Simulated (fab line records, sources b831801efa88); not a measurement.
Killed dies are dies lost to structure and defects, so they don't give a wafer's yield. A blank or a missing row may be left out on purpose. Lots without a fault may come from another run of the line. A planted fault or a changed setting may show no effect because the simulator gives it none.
Chamber matching | flow sky130 | SKY_VIA3_ETCH_15 on rie_diel-02: 4 sister chambers
The step etches SiO2 in C4F8/O2/Ar, stops on TiN, target depth 507 nm, time 78 s. 4 wafers are shown with their chamber, then 9 later ones without.

WAFERS WITH THEIR CHAMBER
wafer  | chamber | oes_product_au (a.u.)
L084.1 | 3       | 0.947
L085.1 | 1       | 0.944
L085.2 | 0       | 0.951
L085.3 | 2       | 0.953

WAFERS WITHOUT THEIR CHAMBER
wafer  | oes_product_au (a.u.)
L088.4 | 0.947
L088.5 | 0.941
L088.6 | 0.949
L090.1 | 0.946
L090.4 | 0.948
L090.6 | 0.942
L091.2 | 0.953
L091.5 | 0.957
L091.6 | 0.950

WHICH CHAMBER EACH WENT THROUGH
wafer  | from the rows above               | in truth
L088.4 | can't be placed: 3 or 1           | 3
L088.5 | can't be placed: 1 or 3           | 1
L088.6 | can't be placed: 0 or 3 or 2 or 1 | 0
L090.1 | can't be placed: 3 or 1           | 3
L090.4 | can't be placed: 3 or 0 or 1      | 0
L090.6 | can't be placed: 1 or 3           | 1
L091.2 | can't be placed: 2 or 0           | 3
L091.5 | can't be placed: 2 or 0           | 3
L091.6 | can't be placed: 0 or 2 or 3      | 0
Placed correctly: 0 of 9. Can't be placed from these rows: 9 (the true chamber is among the candidates in 7). Placed wrongly: 0.
How it was worked out, from the rows above alone: a wafer's distance from a chamber is the root of the sum, over the readings, of the square of ((its reading less the chamber's mean) divided by the reading's scatter). The wafer belongs to the nearest chamber; if the next one is less than 2 further off, it can't be placed. A chamber's mean is the mean of its shown wafers. The scatter: with one shown wafer a chamber, the root of the mean of the squares of how far each hidden wafer lies from its nearest shown one.
